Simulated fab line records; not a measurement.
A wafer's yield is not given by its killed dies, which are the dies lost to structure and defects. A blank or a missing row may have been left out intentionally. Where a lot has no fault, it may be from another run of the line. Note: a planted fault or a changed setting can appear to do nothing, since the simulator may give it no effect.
Comparing a struck lot with a sound one    flow sky130    17 steps out of a route of 708
Sound: the wafers L413.3, L413.4, L413.6. Wafers struck: L425.3, L425.4, L425.6. The cause is named last.
Each step with rows lists, per side, the tool, then ch with its chambers, then its first start. Under that, the readings that differ: sound wafers    struck wafers    difference of the means    sigmas: that difference in standard deviations of wafers without a fault.
alike: a reading whose means differ by less than 2 such deviations, as well as words and numbers matching on both sides. not compared: withheld readings; readings where some wafer has no value; bounds like >300 that might hide an equal value; numbers whose values overlap and for which the record gives no deviation.
Wherever a step has rows on one side only, a row that says differs or no value, or a row with sigmas, the two part there. Non-overlapping numbers with no deviation appear without sigmas and do not part them. A reading that every wafer of one side lacks parts them only if that side has two wafers or more.

SKY_VT_ADJUST_HVTP_OVL_MEAS_08:
  sound on overlay-01 at day 6 05:12; struck on overlay-02 at day 9 06:37
  alike: VT_ADJUST_HVTP_OVL
next, for these wafers, 1 step has no rows: SKY_VT_ADJUST_HVTP_IMPLANT_09.
SKY_VT_ADJUST_HVTP_STRIP_10: strips in O2/N2.
  sound on plasma asher-03 ch 0,1, day 6 05:25; struck on plasma asher-01 ch 0,1, day 9 06:49
  alike: drypump motor current A, n2 flow sccm, oes product au, strip time to endpoint s
  not compared: rf hours counter h
SKY_VT_ADJUST_HVTP_TW_MEAS_11:
  sound on film metro-01 at day 6 05:29; struck on film metro-03 at day 9 06:54
  alike: VT_ADJUST_HVTP_TW
then, 7 steps without rows for these wafers: SKY_VT_ADJUST_LVTN_DEHYDRATE_00 (time 60 s); SKY_VT_ADJUST_LVTN_HMDS_01 (prime time 60 s); SKY_VT_ADJUST_LVTN_COAT_02 (resist thk 3018 nm); SKY_VT_ADJUST_LVTN_SOFTBAKE_03; SKY_VT_ADJUST_LVTN_EXPOSE_04 (exposes mask NWM COMPLEMENT LESS NATIVE, target cd 840 nm); SKY_VT_ADJUST_LVTN_PEB_05; SKY_VT_ADJUST_LVTN_DEVELOP_06 (develop time 60 s).
SKY_VT_ADJUST_LVTN_OVL_MEAS_07:
  sound on overlay-01 at day 7 00:17; struck on overlay-02 at day 10 05:11
  alike: VT_ADJUST_LVTN_OVL
SKY_VT_ADJUST_LVTN_IMPLANT_08:
  sound on implanter-03 ch 0, day 7 00:21; struck on implanter-04 ch 0, day 10 05:16
reading                    sound              struck             difference  sigmas
implant ion amu            11 11 11           49 49 49           +38         
model.implant.rp nm (nm)   95.48 95.48 95.48  23.65 23.65 23.65  -71.83      
model.implant.drp nm (nm)  42.97 42.97 42.97  12.97 12.97 12.97  -30.00      
SKY_VT_ADJUST_LVTN_STRIP_09: strips in O2/N2.
  sound on plasma asher-04 ch 0,1, day 7 00:29; struck on plasma asher-02 ch 0,1, day 10 05:23
reading                       sound              struck             difference  sigmas
strip time to endpoint s (s)  37.06 37.05 36.95  37.20 37.16 37.23  +0.18       +2
  alike: drypump motor current A, n2 flow sccm, oes product au
  not compared: rf hours counter h
SKY_VT_ADJUST_LVTN_TW_MEAS_10:
  sound on film metro-02 at day 7 00:34; struck on film metro-02 at day 10 05:29
reading            sound              struck             difference  sigmas
VT_ADJUST_LVTN_TW  242.5 242.7 242.6  377.4 376.2 375.3  +133.7      +99 or more
then, 1 step without rows for these wafers: SKY_VT_ADJUST_LVTN_DEHYDRATE_11 (time 60 s).
-- a jump in the record: the struck wafers' starts before and after are 38 days apart (it breaks off in module VT_ADJUST_LVTN and resumes in module PAD_OPEN, where the first step shown is number 708 of the route) --
SKY_PAD_OPEN_PROBE_99:
  sound on prober-01 at day 45 17:18; struck on prober-02 at day 48 17:04
reading                                     sound                 struck                difference  sigmas
model.etest.nfet_01v8_lvt.vt long v (V)     0.4275 0.4272 0.4232  0.4464 0.438 0.4405   +0.0157     
model.etest.nfet_01v8.vt long v (V)         0.5239 0.5256 0.5218  0.5412 0.536 0.5366   +0.0142     
model.etest.nfet_01v8.vt sat v (V)          0.6356 0.6362 0.6377  0.6542 0.6431 0.6453  +0.0110     
model.etest.nfet_01v8.vt v (V)              0.6865 0.6873 0.6852  0.7037 0.6941 0.6933  +0.0107     
model.etest.nfet_01v8_swapped.vt v (V)      0.687 0.688 0.6855    0.704 0.6949 0.6935   +0.011      
model.etest.nfet_01v8_swapped.vt sat v (V)  0.6431 0.6458 0.64    0.6555 0.6506 0.6483  +0.0085     
model.etest.nfet_01v8_lvt.vt v (V)          0.5993 0.6003 0.5953  0.6193 0.6112 0.6135  +0.0164     
model.etest.nfet_01v8_turned.vt sat v (V)   0.6367 0.6431 0.6348  0.6573 0.6455 0.6444  +0.0109     
  alike: killed_at_M0_to_M3, killed_at_M4_up, killed at contacts, killed at front end, killed at other, killed dies, killed open, killed short

## WHERE THEY PART
First at SKY_VT_ADJUST_LVTN_STRIP_09; last, within this record, at SKY_VT_ADJUST_LVTN_TW_MEAS_10. Later steps at which nothing parts them and some readings are alike: SKY_PAD_OPEN_PROBE_99.

WHY: what the simulator had put in
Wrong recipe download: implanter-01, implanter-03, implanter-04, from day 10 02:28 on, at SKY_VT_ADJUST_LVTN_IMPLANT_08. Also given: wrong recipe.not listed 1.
